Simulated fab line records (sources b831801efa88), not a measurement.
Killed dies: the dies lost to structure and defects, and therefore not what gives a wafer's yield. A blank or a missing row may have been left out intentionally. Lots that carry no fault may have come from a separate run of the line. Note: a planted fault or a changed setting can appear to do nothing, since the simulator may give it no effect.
fab line records + flow sky130
record
- lots=6
- wafers=18
- last_day=50
route steps=708 shown LDD_LDN@292 SPACER@304 PAD_OPEN@708
lots with no fault: from the same line, run without faults
start_h: start of the lot's first displayed wafer, in hours after the record's first day + wait_h: hours since the lot's step before + " repeats the value in the row above + L1.1+2: a single row standing in for several wafers + - no value, or no start given + * or withheld: withheld + < > ~ a bound
route shown NAME@n: NAME is a module with steps in the file, n the number in the route of the first one + usual: mean and standard deviation over wafers with no fault + same: alike in all rows + chamber/n: place in a boat + sites: readings site by site + _std_site: the standard deviation of these + _edge_site: outer sites' mean less inner sites' + radius_mm: for every site, how far away it sits from the centre of the wafer + mask NAME#n: copy n + behind: the last tool/chamber to shape the wafer + hold: the reason the lot was held/the length of the hold in hours/how it ended + device: transistor that didn't switch, given as n, p or np + end of line: the route-end tests of the same wafers + a step without rows: its recipe alone + killed: dies that structure and defects cost at the first sort, which is not the same as the wafer's yield + map: the dies of a wafer, with x for killed, . for not killed, _ for no die there
set.NAME: the setting that was run; set.NAME@STEP: the one run at that earlier step + model.NAME: the simulator's own value behind a step, which no gauge read
lots seen at some steps along the route; tables by step, rows by wafer
services: when a tool's chamber went out of use (start_h, in hours from the record's first day, below 0 if earlier), for how many hours, and the reason
## steps
# step SKY_LDD_LDN_SOFTBAKE_03
# recipe
- temp_c=90
- time_s=60
- resist=NOVOLAK
# step SKY_LDD_LDN_EXPOSE_04
# recipe
- mask_id=LDNTM
- na=0.6
- source_shape=conventional
- sigma_outer=0.6
- polarization=unpolarized
- target_cd_nm=700
- dose_mj=140
# step SKY_LDD_LDN_PEB_05
# recipe
- temp_c=withheld
- time_s=*
- resist=NOVOLAK
# step SKY_LDD_LDN_DEVELOP_06
# recipe
- resist=NOVOLAK
- developer=TMAH
- develop_time_s=60
- dev_temp_c=23
# step SKY_LDD_LDN_OVL_MEAS_07
# usual
- LDD_LDN_OVL=0.3/1.3
| lot.wafer | tool       | chamber | start_h | wait_h | LDD_LDN_OVL[nm] |
|-----------|------------|---------|---------|--------|-----------------|
| L811.2    | overlay-02 | -       | 534.34  | 0.1    | 0.5             |
| L811.5    | "          | -       | "       | "      | -0.2            |
| L811.6    | "          | -       | "       | "      | -1.1            |
| L813.1    | overlay-02 | -       | 549.08  | 0.1    | -1.6            |
| L813.2    | "          | -       | "       | "      | -1.8            |
| L813.5    | "          | -       | "       | "      | -0.5            |
| L823.1    | overlay-02 | -       | 629.64  | 0.1    | 1.4             |
| L823.3    | "          | -       | "       | "      | 0.9             |
| L823.5    | "          | -       | "       | "      | 0.1             |
| L824.3    | overlay-01 | -       | 640.87  | 0.1    | -0.1            |
| L824.5    | "          | -       | "       | "      | 1.3             |
| L824.6    | "          | -       | "       | "      | 0.4             |
| L832.2    | overlay-01 | -       | 701.54  | 0.1    | 0.3             |
| L832.4    | "          | -       | "       | "      | -0.4            |
| L832.5    | "          | -       | "       | "      | -0.2            |
| L833.1    | overlay-01 | -       | 707.18  | 0.1    | 1.2             |
| L833.3    | "          | -       | "       | "      | 0.3             |
| L833.4    | "          | -       | "       | "      | -0.5            |
# step SKY_LDD_LDN_IMPLANT_08
# recipe
- species=As
- energy_kev=15
- dose_cm2=1.25e+13
- tilt_deg=withheld
- rotation_deg=23
# step SKY_LDD_LDN_IMPLANT_09
# recipe
- species=As
- energy_kev=15
- dose_cm2=1.25e+13
- tilt_deg=withheld
- rotation_deg=113
# step SKY_LDD_LDN_IMPLANT_10
# recipe
- species=As
- energy_kev=15
- dose_cm2=1.25e+13
- tilt_deg=withheld
- rotation_deg=203
# step SKY_LDD_LDN_IMPLANT_11
# recipe
- species=As
- energy_kev=15
- dose_cm2=1.25e+13
- tilt_deg=withheld
- rotation_deg=293
# step SKY_LDD_LDN_STRIP_12
# recipe
- chemistry=O2/N2
- power_w=1400
- pressure_mtorr=1500
- platen_temp_c=withheld
- o2_flow_sccm=3000
- n2_flow_sccm=300
- overash_fraction=0.5
# usual
- drypump_motor_current_A=5.79/0.25
- n2_flow_sccm=300.1/0.84
- oes_product_au=0.716/0.0045
- strip_time_to_endpoint_s=14.17/0.039
| lot.wafer | tool            | chamber | start_h | wait_h | drypump_motor_current_A | n2_flow_sccm | oes_product_au | rf_hours_counter_h | strip_time_to_endpoint_s |
|-----------|-----------------|---------|---------|--------|-------------------------|--------------|----------------|--------------------|--------------------------|
| L811.2    | plasma_asher-01 | 1       | 534.97  | 0.1    | 5.89                    | 299.5        | 0.712          | 9                  | 14.13                    |
| L811.5    | "               | 1       | "       | "      | 5.90                    | 299.8        | 0.715          | -                  | 14.13                    |
| L811.6    | "               | 0       | "       | "      | 6.24                    | 299.6        | 0.721          | -                  | 14.15                    |
| L813.1    | plasma_asher-02 | 1       | 549.72  | 0.1    | 5.74                    | 300.7        | 0.717          | 76                 | 14.16                    |
| L813.2    | "               | 0       | "       | "      | 6.02                    | 300.4        | 0.707          | 76                 | 14.15                    |
| L813.5    | "               | 0       | "       | "      | 5.99                    | 300.1        | 0.715          | -                  | 14.14                    |
| L823.1    | plasma_asher-01 | 0       | 630.28  | 0.1    | 6.25                    | 301.5        | 0.718          | 19                 | 14.12                    |
| L823.3    | "               | 1       | "       | "      | 5.86                    | 301.3        | 0.720          | -                  | 14.07                    |
| L823.5    | "               | 0       | "       | "      | 6.24                    | 299.1        | 0.717          | -                  | 14.10                    |
| L824.3    | plasma_asher-02 | 0       | 641.52  | 0.1    | 6.01                    | 300.7        | 0.717          | -                  | 14.13                    |
| L824.5    | "               | 0       | "       | "      | 6.02                    | 299.7        | 0.722          | -                  | 14.15                    |
| L824.6    | "               | 1       | "       | "      | 5.71                    | 300.1        | 0.710          | -                  | 14.18                    |
| L832.2    | plasma_asher-02 | 1       | 702.17  | 0.1    | 5.72                    | 301.5        | 0.723          | 91                 | 14.18                    |
| L832.4    | "               | 1       | "       | "      | 5.71                    | 298.4        | 0.710          | -                  | 14.15                    |
| L832.5    | "               | 1       | "       | "      | 5.71                    | 299.4        | 0.717          | -                  | 14.16                    |
| L833.1    | plasma_asher-02 | 0       | 707.82  | 0.1    | 6.01                    | 300.4        | 0.707          | 92                 | 14.14                    |
| L833.3    | "               | 0       | "       | "      | 6.05                    | 300.5        | 0.718          | -                  | 14.13                    |
| L833.4    | "               | 1       | "       | "      | 5.75                    | 300.3        | 0.718          | -                  | 14.11                    |
# step SKY_LDD_LDN_TW_MEAS_13
# usual
- LDD_LDN_TW=1484/6.6
| lot.wafer | tool          | chamber | start_h | wait_h | LDD_LDN_TW |
|-----------|---------------|---------|---------|--------|------------|
| L811.2    | film_metro-03 | -       | 535.08  | 0.1    | 1494       |
| L811.5    | "             | -       | "       | "      | 1494       |
| L811.6    | "             | -       | "       | "      | 1489       |
| L813.1    | film_metro-03 | -       | 549.82  | 0.1    | 1495       |
| L813.2    | "             | -       | "       | "      | 1485       |
| L813.5    | "             | -       | "       | "      | 1492       |
| L823.1    | film_metro-03 | -       | 630.38  | 0.1    | 1486       |
| L823.3    | "             | -       | "       | "      | 1484       |
| L823.5    | "             | -       | "       | "      | 1483       |
| L824.3    | film_metro-01 | -       | 641.61  | 0.1    | 1506       |
| L824.5    | "             | -       | "       | "      | 1499       |
| L824.6    | "             | -       | "       | "      | 1495       |
| L832.2    | film_metro-01 | -       | 702.28  | 0.1    | 1481       |
| L832.4    | "             | -       | "       | "      | 1483       |
| L832.5    | "             | -       | "       | "      | 1483       |
| L833.1    | film_metro-01 | -       | 707.92  | 0.1    | 1493       |
| L833.3    | "             | -       | "       | "      | 1486       |
| L833.4    | "             | -       | "       | "      | 1487       |
# step SKY_LDD_LDN_CLEAN_14
# recipe
- chemistry=SC1/SC2
- mix=1:4:20
- temp_c=70
- time_s=150
- dry=n2_spin
# step SKY_SPACER_CVD_00
# recipe
- material=Si3N4
- precursor=DCS/NH3
- target_thk_nm=43.1
- temp_c=770
- time_s=740
- pressure_mtorr=250
| lot.wafer | tool     | chamber | start_h | wait_h | model.Si3N4_of_SPACER_CVD_00.thk_nm |
|-----------|----------|---------|---------|--------|-------------------------------------|
| L811.2    | lpcvd-02 | 0       | 535.18  | 0.0    | 43.24                               |
| L811.5    | "        | 0       | "       | "      | 43.25                               |
| L811.6    | "        | 0       | "       | "      | 43.61                               |
| L813.1    | lpcvd-02 | 0       | 552.25  | 2.3    | 42.86                               |
| L813.2    | "        | 0       | "       | "      | 43.05                               |
| L813.5    | "        | 0       | "       | "      | 43.32                               |
| L823.1    | lpcvd-02 | 1       | 631.61  | 1.1    | 79.91                               |
| L823.3    | "        | 1       | "       | "      | 79.56                               |
| L823.5    | "        | 1       | "       | "      | 79.43                               |
| L824.3    | lpcvd-02 | 0       | 641.70  | 0.0    | 79.31                               |
| L824.5    | "        | 0       | "       | "      | 79.4                                |
| L824.6    | "        | 0       | "       | "      | 79.34                               |
| L832.2    | lpcvd-02 | 1       | 717.59  | 15.2   | 42.99                               |
| L832.4    | "        | 1       | "       | "      | 42.98                               |
| L832.5    | "        | 1       | "       | "      | 42.76                               |
| L833.1    | lpcvd-02 | 1       | 717.59  | 9.6    | 43.01                               |
| L833.3    | "        | 1       | "       | "      | 43.23                               |
| L833.4    | "        | 1       | "       | "      | 43.24                               |
# step SKY_SPACER_THK_MEAS_01
# recipe
- reads=Si3N4_of_SPACER_CVD_00
# usual
- SPACER_CVD_00_THK=43.0/0.43
| lot.wafer | tool          | chamber | start_h | wait_h | SPACER_CVD_00_THK[nm] |
|-----------|---------------|---------|---------|--------|-----------------------|
| L811.2    | film_metro-02 | -       | 536.40  | 0.0    | 43.3                  |
| L811.5    | "             | -       | "       | "      | 43.3                  |
| L811.6    | "             | -       | "       | "      | 43.6                  |
| L813.1    | film_metro-01 | -       | 553.46  | 0.0    | 42.9                  |
| L813.2    | "             | -       | "       | "      | 43.0                  |
| L813.5    | "             | -       | "       | "      | 43.3                  |
| L823.1    | film_metro-02 | -       | 632.81  | 0.0    | 79.8                  |
| L823.3    | "             | -       | "       | "      | 79.6                  |
| L823.5    | "             | -       | "       | "      | 79.4                  |
| L824.3    | film_metro-01 | -       | 642.92  | 0.0    | 79.3                  |
| L824.5    | "             | -       | "       | "      | 79.4                  |
| L824.6    | "             | -       | "       | "      | 79.4                  |
| L833.1    | film_metro-03 | -       | 718.79  | 0.0    | 43.0                  |
| L833.3    | "             | -       | "       | "      | 43.2                  |
| L833.4    | "             | -       | "       | "      | 43.3                  |
| L832.2    | film_metro-01 | -       | 718.80  | 0.0    | 43.0                  |
| L832.4    | "             | -       | "       | "      | 43.0                  |
| L832.5    | "             | -       | "       | "      | 42.7                  |
# step SKY_SPACER_ETCHBACK_02
# recipe
- chemistry=CH3F/O2
- target=Si3N4
- stop_on=SiO2
- source_w=400
- bias_w=80
- pressure_mtorr=25
- ch3f_flow_sccm=40
- O2_flow_sccm=30
- time_s=46.7
- target_depth_a=450
# usual
- bias_w=80.01/0.24
- drypump_motor_current_A=5.6/0.51
- oes_product_au=0.854/0.0062
- throttle_valve_pct=10.563/0.0097
| lot.wafer | tool        | chamber | start_h | wait_h | bias_w | drypump_motor_current_A | oes_product_au | rf_hours_counter_h | throttle_valve_pct | model.etch.depth_nm |
|-----------|-------------|---------|---------|--------|--------|-------------------------|----------------|--------------------|--------------------|---------------------|
| L811.2    | rie_diel-02 | 2       | 536.45  | 0.0    | 79.92  | 6.4                     | 0.859          | 8                  | 10.572             | 43.24               |
| L811.5    | "           | 1       | "       | "      | 80.17  | 4.9                     | 0.851          | -                  | 10.565             | 43.25               |
| L811.6    | "           | 0       | "       | "      | 79.68  | 5.2                     | 0.868          | -                  | 10.553             | 43.61               |
| L813.1    | rie_diel-02 | 3       | 553.52  | 0.1    | 79.65  | 5.9                     | 0.848          | 59                 | 10.562             | 42.86               |
| L813.2    | "           | 0       | "       | "      | 79.84  | 5.2                     | 0.848          | 23                 | 10.563             | 43.05               |
| L813.5    | "           | 1       | "       | "      | 80.07  | 4.9                     | 0.856          | -                  | 10.569             | 43.32               |
| L823.1    | rie_diel-02 | 2       | 632.87  | 0.1    | 80.07  | 6.4                     | 0.979          | 10                 | 10.581             | 54.53               |
| L823.3    | "           | 0       | "       | "      | 80.09  | 5.2                     | 0.986          | 24                 | 10.587             | 54.26               |
| L823.5    | "           | 1       | "       | "      | 79.90  | 4.9                     | 0.961          | -                  | 10.591             | 52.83               |
| L824.3    | rie_diel-03 | 3       | 642.96  | 0.0    | 79.89  | 6.4                     | 0.998          | 49                 | 10.590             | 55.92               |
| L824.5    | "           | 1       | "       | "      | 80.53  | 6.1                     | 0.993          | -                  | 10.585             | 55.12               |
| L824.6    | "           | 0       | "       | "      | 80.83  | 5.3                     | 1.023          | -                  | 10.561             | 57.4                |
| L832.2    | rie_diel-04 | 0       | 718.85  | 0.0    | 79.79  | 5.7                     | 0.863          | 16                 | 10.552             | 42.99               |
| L832.4    | "           | 3       | "       | "      | 79.78  | 5.3                     | 0.857          | 1                  | 10.543             | 42.98               |
| L832.5    | "           | 1       | "       | "      | 80.12  | 5.4                     | 0.851          | -                  | 10.545             | 42.76               |
| L833.1    | rie_diel-02 | 3       | 718.85  | 0.1    | 80.22  | 5.9                     | 0.854          | 1                  | 10.560             | 43.01               |
| L833.3    | "           | 1       | "       | "      | 79.74  | 4.9                     | 0.860          | 13                 | 10.568             | 43.23               |
| L833.4    | "           | 2       | "       | "      | 80.13  | 6.3                     | 0.860          | 11                 | 10.565             | 43.24               |
# step SKY_PAD_OPEN_PROBE_99
# usual
- killed_at_M0_to_M3=43/6.6
- killed_at_M4_up=2.9/1.8
- killed_at_contacts=25/5.3
- killed_at_front_end=15/4.1
- killed_at_other=0.3/0.6
- killed_dies=86/8.8
- killed_on_rim=17/3.5
- killed_open=47/6.7
- killed_short=39/6.2
# same
- gross_dies=492
- killed_at_back_side=0
| lot.wafer | tool      | chamber | start_h | wait_h | killed_at_M0_to_M3 | killed_at_M4_up | killed_at_contacts | killed_at_front_end | killed_at_other | killed_dies | killed_on_rim | killed_open | killed_short |
|-----------|-----------|---------|---------|--------|--------------------|-----------------|--------------------|---------------------|-----------------|-------------|---------------|-------------|--------------|
| L811.2    | prober-01 | -       | 1080.33 | 0.1    | 43                 | 4               | 23                 | 17                  | 1               | 88          | 11            | 51          | 37           |
| L811.5    | prober-01 | -       | 1080.48 | 0.2    | 35                 | 3               | 25                 | 13                  | 0               | 76          | 24            | 47          | 29           |
| L811.6    | prober-01 | -       | 1080.53 | 0.2    | 43                 | 3               | 24                 | 12                  | 0               | 82          | 20            | 47          | 35           |
| L813.1    | prober-01 | -       | 1092.30 | 0.1    | 40                 | 5               | 22                 | 12                  | 0               | 79          | 11            | 44          | 35           |
| L813.2    | prober-01 | -       | 1092.35 | 0.1    | 33                 | 4               | 28                 | 14                  | 0               | 79          | 22            | 50          | 29           |
| L813.5    | prober-01 | -       | 1092.50 | 0.2    | 48                 | 3               | 21                 | 16                  | 0               | 88          | 16            | 49          | 39           |
| L823.1    | prober-02 | -       | 1146.62 | 0.1    | 55                 | 4               | 22                 | 411                 | 0               | 492         | 96            | 59          | 37           |
| L823.3    | prober-02 | -       | 1146.72 | 0.2    | 48                 | 2               | 24                 | 418                 | 0               | 492         | 96            | 41          | 46           |
| L823.5    | prober-02 | -       | 1146.82 | 0.2    | 42                 | 0               | 30                 | 419                 | 1               | 492         | 96            | 56          | 33           |
| L824.3    | prober-01 | -       | 1154.56 | 0.2    | 50                 | 6               | 18                 | 418                 | 0               | 492         | 96            | 50          | 39           |
| L824.5    | prober-01 | -       | 1154.66 | 0.2    | 43                 | 3               | 25                 | 421                 | 0               | 492         | 96            | 49          | 39           |
| L824.6    | prober-01 | -       | 1154.71 | 0.2    | 37                 | 3               | 24                 | 428                 | 0               | 492         | 96            | 48          | 39           |
| L832.2    | prober-01 | -       | 1199.14 | 0.1    | 41                 | 0               | 33                 | 11                  | 2               | 87          | 24            | 45          | 41           |
| L832.4    | prober-01 | -       | 1199.24 | 0.2    | 43                 | 2               | 26                 | 7                   | 1               | 79          | 16            | 38          | 40           |
| L832.5    | prober-01 | -       | 1199.29 | 0.2    | 45                 | 3               | 29                 | 19                  | 1               | 97          | 22            | 58          | 38           |
| L833.1    | prober-02 | -       | 1200.63 | 0.1    | 44                 | 3               | 23                 | 15                  | 0               | 85          | 17            | 48          | 37           |
| L833.3    | prober-02 | -       | 1200.73 | 0.2    | 43                 | 0               | 26                 | 20                  | 0               | 89          | 19            | 54          | 35           |
| L833.4    | prober-02 | -       | 1200.78 | 0.2    | 56                 | 2               | 28                 | 20                  | 1               | 107         | 22            | 60          | 47           |
# killed by level:class
L811.2 VIA2:geometric_particle:open=10 VIA1:geometric_particle:open=9 POLY_GATE:geometric_particle:open=8 LI_CONTACT:geometric_particle:open=8 METAL2:geometric_particle:short=8 CONTACT:geometric_particle:open=7 METAL3:geometric_particle:short=5 POLY_GATE:geometric_particle:short=3
L811.5 LI_CONTACT:geometric_particle:open=10 CONTACT:geometric_particle:open=10 VIA2:geometric_particle:open=8 VIA2:geometric_particle:short=6 FIELD_ISO:geometric_particle:open=4 METAL2:geometric_particle:short=4 METAL3:geometric_particle:short=4 FIELD_ISO:geometric_particle:short=3
L811.6 VIA1:geometric_particle:open=10 LI_CONTACT:geometric_particle:open=8 METAL1:geometric_particle:short=7 VIA2:geometric_particle:open=6 CONTACT:geometric_particle:open=6 VIA1:geometric_particle:short=5 METAL2:geometric_particle:short=5 FIELD_ISO:geometric_particle:open=4
L813.1 CONTACT:geometric_particle:open=11 METAL1:geometric_particle:short=7 VIA2:geometric_particle:open=6 LI_CONTACT:geometric_particle:open=5 VIA1:geometric_particle:open=5 METAL2:geometric_particle:short=5 VIA3:geometric_particle:open=5 FIELD_ISO:geometric_particle:open=4
L813.2 LI_CONTACT:geometric_particle:open=9 CONTACT:geometric_particle:open=9 VIA1:geometric_particle:open=6 METAL2:geometric_particle:short=5 VIA2:geometric_particle:open=5 VIA3:geometric_particle:open=5 POLY_GATE:geometric_particle:open=3 SPACER:geometric_particle:open=3
L813.5 VIA1:geometric_particle:open=13 CONTACT:geometric_particle:open=10 VIA2:geometric_particle:open=8 LOCAL_INTERCONNECT:geometric_particle:short=5 METAL2:geometric_particle:short=5 POLY_GATE:geometric_particle:short=4 VIA3:geometric_particle:open=4 VIA3:geometric_particle:short=4
L823.1 SPACER:area_etchback=396 VIA1:geometric_particle:open=16 CONTACT:geometric_particle:open=11 METAL2:geometric_particle:short=9 VIA2:geometric_particle:open=9 POLY_GATE:geometric_particle:open=5 METAL1:geometric_particle:short=5 VIA3:geometric_particle:open=5
L823.3 SPACER:area_etchback=405 METAL2:geometric_particle:short=11 VIA1:geometric_particle:open=10 CONTACT:geometric_particle:short=8 VIA2:geometric_particle:open=8 LI_CONTACT:geometric_particle:open=7 POLY_GATE:geometric_particle:open=5 POLY_GATE:geometric_particle:short=5
L823.5 SPACER:area_etchback=403 VIA1:geometric_particle:open=12 CONTACT:geometric_particle:open=8 VIA3:geometric_particle:open=8 VIA2:geometric_particle:open=6 CONTACT:geometric_particle:short=5 LI_CONTACT:geometric_particle:open=5 LOCAL_INTERCONNECT:geometric_particle:open=5
L824.3 SPACER:area_etchback=403 VIA2:geometric_particle:open=9 METAL2:geometric_particle:short=7 VIA3:geometric_particle:short=7 FIELD_ISO:geometric_particle:open=6 CONTACT:geometric_particle:open=6 LI_CONTACT:geometric_particle:open=6 METAL1:geometric_particle:short=6
L824.5 SPACER:area_etchback=402 VIA1:geometric_particle:open=10 VIA2:geometric_particle:open=10 CONTACT:geometric_particle:open=9 FIELD_ISO:geometric_particle:open=7 METAL2:geometric_particle:short=6 METAL3:geometric_particle:short=6 FIELD_ISO:geometric_particle:short=5
L824.6 SPACER:area_etchback=405 CONTACT:geometric_particle:open=11 VIA1:geometric_particle:open=9 FIELD_ISO:geometric_particle:short=7 POLY_GATE:geometric_particle:short=6 METAL2:geometric_particle:short=6 VIA2:geometric_particle:open=5 LI_CONTACT:geometric_particle:open=4
L832.2 LOCAL_INTERCONNECT:geometric_particle:short=9 CONTACT:geometric_particle:open=9 VIA1:geometric_particle:open=9 VIA2:geometric_particle:open=8 METAL2:geometric_particle:short=7 LI_CONTACT:geometric_particle:open=5 CONTACT:geometric_particle:short=5 VIA1:geometric_particle:short=5
L832.4 VIA1:geometric_particle:open=10 CONTACT:geometric_particle:open=9 METAL2:geometric_particle:short=9 VIA1:geometric_particle:short=7 LI_CONTACT:geometric_particle:open=6 LOCAL_INTERCONNECT:geometric_particle:short=5 CONTACT:geometric_particle:short=5 VIA3:geometric_particle:open=4
L832.5 VIA1:geometric_particle:open=12 LI_CONTACT:geometric_particle:open=11 CONTACT:geometric_particle:open=10 VIA2:geometric_particle:open=8 POLY_GATE:geometric_particle:short=5 METAL1:geometric_particle:short=5 FIELD_ISO:geometric_particle:open=4 LOCAL_INTERCONNECT:geometric_particle:short=4
L833.1 VIA1:geometric_particle:open=12 VIA3:geometric_particle:open=10 CONTACT:geometric_particle:short=7 LOCAL_INTERCONNECT:geometric_particle:short=6 CONTACT:geometric_particle:open=6 FIELD_ISO:geometric_particle:open=4 LI_CONTACT:geometric_particle:open=4 VIA1:geometric_particle:short=4
L833.3 CONTACT:geometric_particle:open=12 METAL1:geometric_particle:short=11 VIA1:geometric_particle:open=8 POLY_GATE:geometric_particle:open=7 LI_CONTACT:geometric_particle:open=7 FIELD_ISO:geometric_particle:open=5 VIA3:geometric_particle:open=5 CONTACT:geometric_particle:short=4
L833.4 CONTACT:geometric_particle:open=14 VIA1:geometric_particle:open=12 METAL2:geometric_particle:short=11 VIA3:geometric_particle:open=10 VIA1:geometric_particle:short=7 METAL1:geometric_particle:short=7 LOCAL_INTERCONNECT:geometric_particle:short=6 FIELD_ISO:geometric_particle:open=5
# map L823.1 (x killed, . not)
__________xxxxxxxxxx_________
________xxxxxxxxxxxxxx_______
______xxxxxxxxxxxxxxxxxx_____
_____xxxxxxxxxxxxxxxxxxxx____
____xxxxxxxxxxxxxxxxxxxxxx___
___xxxxxxxxxxxxxxxxxxxxxxxx__
__xxxxxxxxxxxxxxxxxxxxxxxxxx_
_xxxxxxxxxxxxxxxxxxxxxxxxxxxx
_xxxxxxxxxxxxxxxxxxxxxxxxxxxx
_xxxxxxxxxxxxxxxxxxxxxxxxxxxx
_xxxxxxxxxxxxxxxxxxxxxxxxxxxx
_xxxxxxxxxxxxxxxxxxxxxxxxxxxx
_xxxxxxxxxxxxxxxxxxxxxxxxxxxx
_xxxxxxxxxxxxxxxxxxxxxxxxxxxx
_xxxxxxxxxxxxxxxxxxxxxxxxxxxx
__xxxxxxxxxxxxxxxxxxxxxxxxxx_
___xxxxxxxxxxxxxxxxxxxxxxxx__
____xxxxxxxxxxxxxxxxxxxxxx___
_____xxxxxxxxxxxxxxxxxxxx____
______xxxxxxxxxxxxxxxxxx_____
________xxxxxxxxxxxxxx_______
__________xxxxxxxxxx_________
# map L824.3 (x killed, . not)
__________xxxxxxxxxx_________
________xxxxxxxxxxxxxx_______
______xxxxxxxxxxxxxxxxxx_____
_____xxxxxxxxxxxxxxxxxxxx____
____xxxxxxxxxxxxxxxxxxxxxx___
___xxxxxxxxxxxxxxxxxxxxxxxx__
__xxxxxxxxxxxxxxxxxxxxxxxxxx_
_xxxxxxxxxxxxxxxxxxxxxxxxxxxx
_xxxxxxxxxxxxxxxxxxxxxxxxxxxx
_xxxxxxxxxxxxxxxxxxxxxxxxxxxx
_xxxxxxxxxxxxxxxxxxxxxxxxxxxx
_xxxxxxxxxxxxxxxxxxxxxxxxxxxx
_xxxxxxxxxxxxxxxxxxxxxxxxxxxx
_xxxxxxxxxxxxxxxxxxxxxxxxxxxx
_xxxxxxxxxxxxxxxxxxxxxxxxxxxx
__xxxxxxxxxxxxxxxxxxxxxxxxxx_
___xxxxxxxxxxxxxxxxxxxxxxxx__
____xxxxxxxxxxxxxxxxxxxxxx___
_____xxxxxxxxxxxxxxxxxxxx____
______xxxxxxxxxxxxxxxxxx_____
________xxxxxxxxxxxxxx_______
__________xxxxxxxxxx_________
## services
| tool            | chamber | start_h | hours | kind           |
|-----------------|---------|---------|-------|----------------|
| rie_diel-03     | 0       | 513.05  | 8.7   | repair         |
| rie_diel-02     | 2       | 522.15  | 1.5   | repair         |
| rie_diel-03     | 1       | 529.59  | 4.1   | repair         |
| plasma_asher-02 | -       | 542.48  | 1.1   | repair         |
| plasma_asher-02 | -       | 565.86  | 4.8   | repair         |
| rie_diel-04     | 1       | 571.33  | -     | clean          |
| lpcvd-02        | -       | 576.16  | 6.1   | pm             |
| rie_diel-03     | 0       | 581.46  | 13.5  | repair         |
| rie_diel-03     | 2       | 597.93  | 1.5   | repair         |
| plasma_asher-02 | -       | 624.68  | 0.5   | repair         |
| rie_diel-02     | 3       | 648.44  | -     | clean          |
| rie_diel-02     | 3       | 648.44  | 18.0  | scheduled_down |
| rie_diel-02     | 3       | 648.44  | 18.0  | vent_cycle     |
| rie_diel-04     | 0       | 649.03  | 4.5   | repair         |
| rie_diel-03     | 2       | 655.94  | 2.7   | repair         |
| rie_diel-03     | 3       | 658.13  | 8.8   | repair         |
| rie_diel-04     | 1       | 671.67  | 9.0   | repair         |
| rie_diel-04     | -       | 686.75  | 0.8   | repair         |
| rie_diel-03     | -       | 688.92  | 0.5   | repair         |
| rie_diel-03     | 3       | 695.44  | 2.1   | repair         |
| rie_diel-02     | 0       | 695.64  | 15.5  | repair         |
| rie_diel-03     | 1       | 696.55  | 6.1   | repair         |
| lpcvd-02        | -       | 702.99  | 14.6  | pm             |
| rie_diel-03     | 1       | 716.87  | 3.0   | repair         |
## key
first_sign
- step=SKY_SPACER_THK_MEAS_01
- reading=SPACER_CVD_00_THK
- direction=up
- sigmas=86
- usual=43.0
- struck=79.5
effect
- step=SKY_SPACER_ETCHBACK_02
- reading=oes_product_au
- direction=up
- sigmas=22
- usual=0.854
- struck=0.990
effect
- step=SKY_PAD_OPEN_PROBE_99
- reading=killed_at_front_end
- direction=up
- sigmas=99+
- usual=15
- struck=419
model_effect
- step=SKY_SPACER_CVD_00
- value=Si3N4_of_SPACER_CVD_00.thk_nm
- without=42.93
- struck=79.49
model_effect
- step=SKY_SPACER_ETCHBACK_02
- value=etch.depth_nm
- without=42.93
- struck=55.01
more_kills_born_at
- SKY_SPACER_ETCHBACK_02@rie_diel-03=1210
- SKY_SPACER_ETCHBACK_02@rie_diel-02=1204
met_at SKY_SPACER_CVD_00
struck_wafers L823.1,L823.3,L823.5,L824.3,L824.5,L824.6
later_rows_left_out L823.1,L823.3,L823.5,L824.3,L824.5,L824.6
tester_left_out L823,L824
onset_between 552.25 631.61
fault
- kind=process_parameter_drift
- tool=lpcvd-02
- chamber=-
- onset_h=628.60
- steps=SKY_SPACER_CVD_00
- channel=target_thk_nm
- offset=36.557
- shape=step
- end_h=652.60
- acts_in=these_recipes_only
- stated=43.1
# tester_left_out: of these lots the tester's yield and bins aren't shown, on N5 and GAA mostly nor the transistor test; their killed dies are dies lost to structure and defects alone, not to doping, threshold or leakage, so they don't give the yield
# later_rows_left_out: the simulator's readings of these wafers behind a module that went badly wrong aren't trusted and aren't shown, but for the sort
